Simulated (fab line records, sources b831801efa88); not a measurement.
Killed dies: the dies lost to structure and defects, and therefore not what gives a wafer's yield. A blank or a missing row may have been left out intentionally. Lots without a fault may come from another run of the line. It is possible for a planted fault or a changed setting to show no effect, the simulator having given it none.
Which tool was responsible? + flow gf180mcu + 36 wafers from 12 lots sampled at 4 of the route's 602 steps

## WHAT THE GAUGES SHOWED, per wafer
GF_V2_CD_MEAS_14 targets a cd of 260 nm. Usual: cd nm at 260.0 nm, with a standard deviation of 1.5.
| lot  | measured     | on        | cd nm (nm)        | flag |
|------|--------------|-----------|-------------------|------|
| L318 | day 19 20:04 | cd sem-02 | 259.2 261.8 259.4 |      |
| L319 | day 21 06:31 | cd sem-01 | 259.1 259.8 258.6 |      |
| L321 | day 21 18:01 | cd sem-02 | 259.6 259.6 260.2 |      |
| L322 | day 22 00:43 | cd sem-01 | 261.7 262.7 263.8 |      |
| L323 | day 22 07:52 | cd sem-01 | 260.5 259.2 259.9 |      |
| L325 | day 23 02:12 | cd sem-01 | 256.7 257.0 257.3 |      |
| L327 | day 23 20:34 | cd sem-01 | 262.5 261.3 262.2 |      |
| L332 | day 25 10:10 | cd sem-01 | 260.3 259.9 260.4 |      |
| L336 | day 27 00:56 | cd sem-02 | 261.2 261.4 260.7 |      |
| L338 | day 27 09:42 | cd sem-01 | 259.4 258.9 259.4 |      |
| L340 | day 27 16:25 | cd sem-01 | 261.1 260.1 260.3 |      |
| L341 | day 27 20:59 | cd sem-01 | 260.3 261.0 260.2 |      |

GF_V2_RS_MEAS_24: measurement is done with a four-point probe. Usual: V2_W_RS typically reads 0.327 ohm/sq, with standard deviation 0.0044.
| lot  | measured     | on            | V2_W_RS (ohm/sq)  | flag |
|------|--------------|---------------|-------------------|------|
| L318 | day 19 21:06 | film metro-01 | 0.328 0.323 0.324 |      |
| L319 | day 21 07:46 | film metro-02 | 0.329 0.329 0.328 |      |
| L321 | day 21 19:05 | film metro-02 | 0.333 0.335 0.335 |      |
| L322 | day 22 01:52 | film metro-01 | 0.328 0.324 0.333 |      |
| L323 | day 22 08:53 | film metro-03 | 0.325 0.330 0.326 |      |
| L325 | day 23 03:28 | film metro-01 | 0.328 0.329 0.329 |      |
| L327 | day 23 21:35 | film metro-03 | 0.330 0.328 0.331 |      |
| L332 | day 25 11:14 | film metro-03 | 0.320 0.331 0.326 |      |
| L336 | day 27 01:58 | film metro-01 | 0.322 0.331 0.328 |      |
| L338 | day 27 10:44 | film metro-01 | 0.321 0.318 0.324 |      |
| L340 | day 27 17:26 | film metro-01 | 0.323 0.325 0.320 |      |
| L341 | day 27 22:01 | film metro-03 | 0.326 0.328 0.322 |      |

## WHICH TOOL RAN EACH LOT (tool, then ch and the chambers of the sampled wafers, then the start)
| lot  | GF_V2_ETCH_16                      | GF_V2_ETCH_17                                 |
|------|------------------------------------|-----------------------------------------------|
| L318 | rie diel-02 ch 0,3, day 19 20:09   | rie diel-02 ch 0,3, day 19 21:06 or earlier   |
| L319 | rie diel-03 ch 0,2,3, day 21 06:41 | rie diel-03 ch 0,2,3, day 21 07:46 or earlier |
| L321 | rie diel-02 ch 0,2,3, day 21 18:09 | rie diel-02 ch 0,2,3, day 21 19:05 or earlier |
| L322 | rie diel-03 ch 1,3, day 22 00:53   | rie diel-03 ch 1,3, day 22 01:52 or earlier   |
| L323 | rie diel-03 ch 0,2, day 22 08:01   | rie diel-03 ch 0,2, day 22 08:53 or earlier   |
| L325 | rie diel-03 ch 1,2,3, day 23 02:20 | rie diel-03 ch 1,2,3, day 23 03:28 or earlier |
| L327 | rie diel-01 ch 1,2, day 23 20:43   | rie diel-01 ch 1,2, day 23 21:35 or earlier   |
| L332 | rie diel-03 ch 1,2, day 25 10:20   | rie diel-03 ch 1,2, day 25 11:14 or earlier   |
| L336 | rie diel-02 ch 0,1,3, day 27 01:05 | rie diel-02 ch 0,1,3, day 27 01:58 or earlier |
| L338 | rie diel-01 ch 0,3, day 27 09:49   | rie diel-01 ch 0,3, day 27 10:44 or earlier   |
| L340 | rie diel-03 ch 1,3, day 27 16:34   | rie diel-03 ch 1,3, day 27 17:26 or earlier   |
| L341 | rie diel-03 ch 1,2,3, day 27 21:07 | rie diel-03 ch 1,2,3, day 27 22:01 or earlier |
- GF_V2_ETCH_16: etches BARC in N2/H2.
- GF_V2_ETCH_17: etches SiO2 in C4F8/O2/Ar, stops on TiN, target depth 630 nm.

## WHAT THE TOOLS THEMSELVES READ (means of the sampled wafers that have a number; where no wafer has one, the mark that the record gives instead)
GF_V2_ETCH_16. Usual: bias w 100.0 W, standard deviation 0.31; chamber pressure mTorr 30.001 mTorr, standard deviation 0.028; drypump motor current A 5.7 A, standard deviation 0.4; oes product au 0.854 a.u., standard deviation 0.0044; rf fwd power W 495.0 W, standard deviation 2.3; throttle valve pct 13.225 %, standard deviation 0.0086.
| lot  | tool        | bias w (W) | chamber pressure mTorr (mTorr) | drypump motor current A (A) | oes product au (a.u.) | rf fwd power W (W) | throttle valve pct (%) | flag |
|------|-------------|------------|--------------------------------|-----------------------------|-----------------------|--------------------|------------------------|------|
| L318 | rie diel-02 | 99.8       | 30.012                         | 5.9                         | 0.854                 | 493.7              | 13.229                 |      |
| L319 | rie diel-03 | 100.1      | 29.996                         | 5.7                         | 0.852                 | 495.7              | 13.227                 |      |
| L321 | rie diel-02 | 99.9       | 30.001                         | 5.8                         | 0.849                 | 492.6              | 13.220                 |      |
| L322 | rie diel-03 | 99.8       | 30.017                         | 5.5                         | 0.853                 | 495.0              | 13.230                 |      |
| L323 | rie diel-03 | 99.8       | 30.014                         | 5.9                         | 0.852                 | 496.6              | 13.227                 |      |
| L325 | rie diel-03 | 100.3      | 30.019                         | 5.6                         | 0.856                 | 497.9              | 13.229                 |      |
| L327 | rie diel-01 | 99.4       | 30.026                         | 5.2                         | 0.854                 | 495.4              | 13.232                 |      |
| L332 | rie diel-03 | 99.9       | 29.990                         | 5.8                         | 0.855                 | 495.8              | 13.225                 |      |
| L336 | rie diel-02 | 100.3      | 29.984                         | 6.1                         | 0.855                 | 520.2              | 13.222                 | OFF  |
| L338 | rie diel-01 | 99.9       | 29.991                         | 5.2                         | 0.851                 | 490.7              | 13.231                 |      |
| L340 | rie diel-03 | 99.8       | 29.975                         | 5.6                         | 0.856                 | 495.8              | 13.218                 |      |
| L341 | rie diel-03 | 100.1      | 30.043                         | 5.6                         | 0.851                 | 495.6              | 13.225                 |      |

GF_V2_ETCH_17. Usual: bias w 1200 W, standard deviation 3.6; chamber pressure mTorr 40.00 mTorr, standard deviation 0.035; oes product au 0.857 a.u., standard deviation 0.0052; rf fwd power W 1492 W, standard deviation 5.4.
| lot  | tool        | bias w (W) | chamber pressure mTorr (mTorr) | oes product au (a.u.) | rf fwd power W (W) | flag |
|------|-------------|------------|--------------------------------|-----------------------|--------------------|------|
| L318 | rie diel-02 | 1200       | 40.00                          | 0.856                 | 1491               |      |
| L319 | rie diel-03 | 1198       | 40.02                          | 0.856                 | 1495               |      |
| L321 | rie diel-02 | 1200       | 39.99                          | 0.855                 | 1488               |      |
| L322 | rie diel-03 | 1204       | 39.98                          | 0.858                 | 1494               |      |
| L323 | rie diel-03 | 1201       | 39.98                          | 0.854                 | 1498               |      |
| L325 | rie diel-03 | 1200       | 39.99                          | 0.858                 | 1495               |      |
| L327 | rie diel-01 | 1196       | 40.01                          | 0.857                 | 1490               |      |
| L332 | rie diel-03 | 1196       | 40.00                          | 0.854                 | 1496               |      |
| L336 | rie diel-02 | 1202       | 39.98                          | 0.859                 | 1489               |      |
| L338 | rie diel-01 | 1198       | 40.00                          | 0.855                 | 1488               |      |
| L340 | rie diel-03 | 1201       | 39.99                          | 0.856                 | 1499               |      |
| L341 | rie diel-03 | 1194       | 40.00                          | 0.855                 | 1491               |      |

## THE ANSWER, worked out from the rows above alone
Rule: a lot counts as off when the mean over its wafers that have a number is more than 3 standard deviations away from the usual mean. A lot without any number at a reading at which 4 lots or more have one is off too. The other lots that the step has rows for count as sound. First the gauges in route order, then the tools' own readings, where a lot's mean is used as printed above. At the first step where some lot is off, the reading lying furthest off is the one used; lots without a number count as furthest.
Off at GF_V2_ETCH_16 (rf fwd power W): L336.
If a tool, at that step or one of the process steps before it, ran each lot that is off and ran no sound lot following the first of them, it fits. One fits: rie diel-02 at GF_V2_ETCH_16. A fault onset in the window from L321 (day 21 18:09, its last sound lot) to L336 (day 27 01:05, its first lot off) fits.
The tool's own readings at GF_V2_ETCH_16 bear it out: on the lots that are off they differ by more than 5 times the standard deviation of the sound lots' means. rf fwd power W reads 520.2 W there against 495.0 W on the sound lots.

## WHAT THE SIMULATOR HAD PUT IN
rie diel-02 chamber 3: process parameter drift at GF_V2_ETCH_16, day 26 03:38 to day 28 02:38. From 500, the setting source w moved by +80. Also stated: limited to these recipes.
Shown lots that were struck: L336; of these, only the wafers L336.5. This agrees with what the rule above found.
